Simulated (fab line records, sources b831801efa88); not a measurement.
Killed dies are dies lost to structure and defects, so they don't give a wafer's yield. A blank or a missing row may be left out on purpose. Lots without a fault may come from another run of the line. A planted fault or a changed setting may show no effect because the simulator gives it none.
A struck lot beside a sound one | flow gf180mcu | 20 steps out of a route of 602
Sound: wafers L413.1, L413.2, L413.6. Struck: wafer L427.6. (L427.1, L427.5 of the same lot were not struck and are left out.) The cause comes at the end.
At each step with rows: each side's tool, then ch and its chambers, then its first start. Under that, the readings that differ: sound wafers | struck wafers | difference of the means | sigmas: that difference in standard deviations of wafers without a fault.
alike: readings whose means differ by less than 2 such deviations, and words and numbers that are the same on both sides. not compared: withheld readings, readings that some wafer has no value for, bounds like >300 that may hide the same value, and numbers for which the record gives no deviation and whose values overlap.
The two part at a step that has a row with sigmas, a row that says differs or no value, or rows on one side only. Numbers that don't overlap but have no deviation are shown without sigmas and don't part them. A reading that every wafer of one side lacks parts them only if that side has two wafers or more.

first, 1 step without rows for these wafers: GF_V5_CVD_00 (deposits SiO2, target thk 300 nm, time 50 s).
GF_V5_THK_MEAS_01:
  sound on film_metro-01, day 26 07:49; struck on film_metro-02, day 30 07:41
  alike: V5_CVD_00_THK
GF_V5_CVD_02: deposits SiO2 from TEOS, target thk 1450 nm, time 163.28 s.
  sound on pecvd-04 ch 0,1, day 26 07:53; struck on pecvd-03 ch 2, day 30 07:44
  alike: heater_power_w
GF_V5_THK_MEAS_03:
  sound on film_metro-04, day 26 07:59; struck on film_metro-02, day 30 07:51
  reading            | sound          | struck | difference | sigmas
  V5_CVD_02_THK (nm) | 1414 1410 1446 | 1472   | +49        | +3
GF_V5_CMP_04: polishes SiO2.
  sound on cmp-01 ch 0,1, day 26 08:06; struck on cmp-01 ch 0, day 30 08:08
  alike: motor_current_A, retaining_ring_pressure_frac
GF_V5_BOW_MEAS_05:
  sound on film_metro-04, day 26 08:21; struck on film_metro-04, day 30 08:20
  alike: V5_BOW
then, 6 steps without rows for these wafers: GF_V5_DEHYDRATE_06 (time 60 s); GF_V5_HMDS_07 (prime time 60 s); GF_V5_COAT_08; GF_V5_COAT_09 (resist thk 1000 nm); GF_V5_SOFTBAKE_10 (time 60 s); GF_V5_EXPOSE_11 (exposes mask Via5, target cd 260 nm).
GF_V5_PEB_12: peb time 90 s.
  sound on litho_track-01 ch 0, day 27 04:41; struck on litho_track-01 ch 0, day 31 02:05
  reading                  | sound             | struck | difference | sigmas
  heater_power_total_W (W) | 85.70 85.62 85.67 | 90.90  | +5.24      | +61
  resist_line_temp_C (C)   | 23.28 23.30 23.26 | 23.04  | -0.24      | -2
then, 1 step without rows for these wafers: GF_V5_DEVELOP_13 (develop time 60 s).
GF_V5_CD_MEAS_14: target cd 260 nm.
  sound on cd_sem-02, day 27 05:02; struck on cd_sem-01, day 31 02:26
  reading    | sound             | struck | difference | sigmas
  cd_nm (nm) | 260.6 261.2 262.1 | 257.6  | -3.7       | -2
GF_V5_OVL_MEAS_15:
  sound on overlay-02, day 27 05:09; struck on overlay-02, day 31 02:34
  alike: V5_OVL
GF_V5_ETCH_16: etches BARC in N2/H2.
  sound on rie_diel-01 ch 2,3, day 27 05:11; struck on rie_diel-01 ch 1, day 31 02:36
  reading             | sound             | struck | difference | sigmas
  model.V5.cd_nm (nm) | 260.3 261.8 261.6 | 256.8  | -4.4       |
  alike: bias_w, chamber_pressure_mTorr, drypump_motor_current_A, oes_product_au, throttle_valve_pct
GF_V5_ETCH_17: etches SiO2 in C4F8/O2/Ar, stops on TiN, target depth 855 nm.
  sound on rie_diel-01 ch 2,3; struck on rie_diel-01 ch 1
  reading             | sound             | struck | difference | sigmas
  model.V5.cd_nm (nm) | 260.5 260.5 262.1 | 255.6  | -5.4       |
  alike: bias_w, chamber_pressure_mTorr, oes_product_au
GF_V5_STRIP_18: strips in O2/N2.
  sound on plasma_asher-02 ch 0,1, day 27 05:20; struck on plasma_asher-01 ch 0, day 31 02:45
  reading               | sound             | struck | difference | sigmas
  oes_product_au (a.u.) | 0.576 0.574 0.569 | 0.561  | -0.012     | -2
  alike: chamber_pressure_mTorr, drypump_motor_current_A, heater_power_w, o2_flow_sccm
  not compared: rf_hours_counter_h
then, 1 step without rows for these wafers: GF_PASSIVATION_PROBE_99.

WHERE THEY PART
First at GF_V5_THK_MEAS_03; last, within this record, at GF_V5_STRIP_18.

WHY: what the simulator had put in
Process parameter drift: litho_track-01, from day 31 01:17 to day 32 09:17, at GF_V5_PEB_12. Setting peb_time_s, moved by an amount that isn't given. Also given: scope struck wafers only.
